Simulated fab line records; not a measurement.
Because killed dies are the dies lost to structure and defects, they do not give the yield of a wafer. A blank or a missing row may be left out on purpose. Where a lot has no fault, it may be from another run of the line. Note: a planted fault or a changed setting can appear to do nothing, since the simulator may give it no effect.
8D (eight disciplines) problem report, filled in by code	flow gf180mcu	the parts of the form that need people (team, actions taken, sign-off) are left out

## 1. WHAT WENT WRONG
overpolishRunS at GF_V3_CMP_26 reads a mean of 0.039 s on 3 wafers of 2 lots; wafers without a fault read 15.000 s with a standard deviation of 0.0092. That is -99 or more standard deviations from the usual mean.
The step: polishes, stops on SiO2, t overpolish 15 s, target thk 0 nm.
Seen first at day 25 01:28 on cmp-02, wafer L198.3. Wafers with a number at this step in the record: 39, from 13 lots. Rule for "out", or "out of limits": more than 4 standard deviations from the usual mean. Any other wafer with a number is counted as sound.

## 2. WHAT IT IS, WHAT IT ISN'T
question	is	is not
which readings at this step	overpolishRunS, timeToEndpointS	-
which lots	L198, L199	L189, L190, L191, L196, L203, L206, L207, L208, L209, L210, L211
which wafers of those lots	L198.3, L198.6, L199.6	L198.2, L199.1, L199.4
read on which tools	cmp-02	cmp-01
when	from day 25 01:28	up to then (13 sound wafers); but 23 sound wafers of L199, L203, L206, L207, L208, L209, L210, L211 came after

## 3. THE SUSPECTS, EACH WITH WHAT RULES IT OUT
Counting: a tool at a process step up to the reading stays a suspect if it ran every lot that is out. Sound lots after the first of them don't rule it out here, since some wafers of a struck lot are sound.
- cmp-01 at GF_V3_CMP_04 (polishes SiO2): kept. It processed each lot that is out (first: L198, day 24 01:26); up to then, its last sound lot is L196 (day 23 07:07).
- pvdSputter-02 at GF_V3_SPUTTER_22 (material TiN, target thk 10 nm, time 40 s): kept. It processed each lot that is out (first: L198, day 25 00:49); up to then, its last sound lot is L190 (day 23 04:19).
- cmp-02 at GF_V3_CMP_26 (polishes, stops on SiO2, t overpolish 15 s, target thk 0 nm): kept. It processed each lot that is out (first: L198, day 25 01:28); up to then, its last sound lot is L191 (day 23 00:41). On those wafers its own readings are out: overpolishRunS, timeToEndpointS.
- Within cmp-01 at GF_V3_CMP_04: the wafers that are out ran in chambers 0, 1; their sound lot-mates ran in chambers 2, 3.
cmp-01 at GF_V3_CMP_04, pvdSputter-02 at GF_V3_SPUTTER_22 and cmp-02 at GF_V3_CMP_26 are what is left after counting.

## 4. THE CAUSE (what the simulator had put in)
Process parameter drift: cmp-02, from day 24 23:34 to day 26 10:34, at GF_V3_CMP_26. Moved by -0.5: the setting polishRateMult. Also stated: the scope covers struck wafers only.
Counting leaves 3 suspects; this tool is one of them.

## 5. THE CHAIN OF EFFECTS, in route order
One row per reading whose mean, taken over the struck wafers that have a number, lies over 3 standard deviations from the usual. Only readings for which the record gives a usual standard deviation are gone through. hours: the time from each lot's start at the first step in this table that gives one to its start at this step, as a median over the lots. sigmas: the change in usual standard deviations.
hours	step	reading	usual	on struck wafers	change	sigmas
0	GF_V3_CMP_26	overpolishRunS	15.000 s	0.039	-14.961	-99 or more
0	GF_V3_CMP_26	timeToEndpointS	84 s	130	+46	+10
154	GF_PASSIVATION_PROBE_99	defectLimitedYield	90.3 %	0.0	-90.3	-60
154	GF_PASSIVATION_PROBE_99	killed_at_M0_to_M3	21	463	+442	+83
154	GF_PASSIVATION_PROBE_99	killedDies	48	492	+444	+61
154	GF_PASSIVATION_PROBE_99	killedOnRim	10	96	+86	+28
154	GF_PASSIVATION_PROBE_99	sort_bin_3_pad_short	0.4 %	89.9	+89.5	+99 or more
154	GF_PASSIVATION_PROBE_99	sortNPass	444	0	-444	-61
154	GF_PASSIVATION_PROBE_99	sortYieldPct	90.3 %	0.0	-90.3	-60
Here are the process steps it includes:
- GF_V3_CMP_26: polishes, stops on SiO2, t overpolish 15 s, target thk 0 nm.
- GF_PASSIVATION_PROBE_99

## 6. WHAT WOULD HAVE CAUGHT IT SOONER
In this record no reading fell out of limits until day 25 01:28, 2 hours after the fault had begun at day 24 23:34.
